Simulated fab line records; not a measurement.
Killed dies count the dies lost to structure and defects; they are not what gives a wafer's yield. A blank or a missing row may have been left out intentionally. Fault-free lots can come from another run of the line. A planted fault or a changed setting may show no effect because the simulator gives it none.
Matching of chambers / flow gf180mcu / GF_CONTACT_CMP_04 on cmp-02: 4 sister chambers
The step polishes SiO2. 18 wafers are shown with their chamber, then 9 later ones without.

## WAFERS WITH THEIR CHAMBER
wafer=L979.3; chamber=2; motorCurrentA (A)=13.6; timeToEndpointS (s)=109
wafer=L979.5; chamber=3; motorCurrentA (A)=14.2; timeToEndpointS (s)=109
wafer=L979.6; chamber=2; motorCurrentA (A)=13.7; timeToEndpointS (s)=110
wafer=L987.1; chamber=2; motorCurrentA (A)=13.1; timeToEndpointS (s)=108
wafer=L987.5; chamber=3; motorCurrentA (A)=13.3; timeToEndpointS (s)=108
wafer=L987.6; chamber=0; motorCurrentA (A)=14.0; timeToEndpointS (s)=104
wafer=L986.2; chamber=0; motorCurrentA (A)=13.1; timeToEndpointS (s)=115
wafer=L986.5; chamber=3; motorCurrentA (A)=14.1; timeToEndpointS (s)=123
wafer=L986.6; chamber=0; motorCurrentA (A)=13.6; timeToEndpointS (s)=125
wafer=L991.1; chamber=3; motorCurrentA (A)=14.6; timeToEndpointS (s)=104
wafer=L991.3; chamber=1; motorCurrentA (A)=12.3; timeToEndpointS (s)=115
wafer=L991.4; chamber=2; motorCurrentA (A)=12.8; timeToEndpointS (s)=109
wafer=L995.2; chamber=0; motorCurrentA (A)=12.8; timeToEndpointS (s)=103
wafer=L995.4; chamber=3; motorCurrentA (A)=13.5; timeToEndpointS (s)=108
wafer=L995.5; chamber=2; motorCurrentA (A)=13.5; timeToEndpointS (s)=107
wafer=L996.2; chamber=3; motorCurrentA (A)=13.9; timeToEndpointS (s)=98
wafer=L996.3; chamber=0; motorCurrentA (A)=13.6; timeToEndpointS (s)=99
wafer=L996.6; chamber=0; motorCurrentA (A)=12.8; timeToEndpointS (s)=101

SIGNATURES (averages over the wafers above)
reading=motorCurrentA; chamber 0=13.317; chamber 1=12.300; chamber 2=13.340; chamber 3=13.933; scatter within a chamber=0.456
reading=timeToEndpointS; chamber 0=107.83; chamber 1=115.00; chamber 2=108.60; chamber 3=108.33; scatter within a chamber=7.82
Rule: distance of a wafer from a chamber = root of the sum over the readings of ((wafer's reading minus chamber's mean) / reading's scatter) squared. The wafer belongs to the nearest chamber; if the next one is less than 2 further off, it can't be placed. The scatter: take each reading less its chamber's mean, square it, sum over the shown wafers, divide by the number of wafers less the number of chambers, and take the root.

## WAFERS WHOSE CHAMBER IS MISSING
wafer=L997.1; motorCurrentA (A)=14.2; timeToEndpointS (s)=106
wafer=L997.3; motorCurrentA (A)=13.0; timeToEndpointS (s)=105
wafer=L997.4; motorCurrentA (A)=12.8; timeToEndpointS (s)=110
wafer=L999.1; motorCurrentA (A)=13.5; timeToEndpointS (s)=107
wafer=L999.4; motorCurrentA (A)=13.9; timeToEndpointS (s)=114
wafer=L999.6; motorCurrentA (A)=13.6; timeToEndpointS (s)=115
wafer=L100.2; motorCurrentA (A)=12.9; timeToEndpointS (s)=106
wafer=L100.4; motorCurrentA (A)=13.2; timeToEndpointS (s)=110
wafer=L100.5; motorCurrentA (A)=13.6; timeToEndpointS (s)=110

## CHAMBER TAKEN BY EACH
wafer=L997.1; from the rows above=can't be placed: 3 or 2 or 0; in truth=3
wafer=L997.3; from the rows above=can't be placed: 0 or 2 or 1 or 3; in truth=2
wafer=L997.4; from the rows above=can't be placed: 0 or 2 or 1 or 3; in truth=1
wafer=L999.1; from the rows above=can't be placed: 2 or 0 or 3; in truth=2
wafer=L999.4; from the rows above=can't be placed: 3 or 2 or 0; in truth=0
wafer=L999.6; from the rows above=can't be placed: 2 or 0 or 3 or 1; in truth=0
wafer=L100.2; from the rows above=can't be placed: 0 or 2 or 1 or 3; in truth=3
wafer=L100.4; from the rows above=can't be placed: 2 or 0 or 3 or 1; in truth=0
wafer=L100.5; from the rows above=can't be placed: 2 or 0 or 3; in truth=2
0 of 9 placed correctly. Not placeable from these rows: 9 (in 9, the candidates include the true chamber). Placed wrongly: 0.
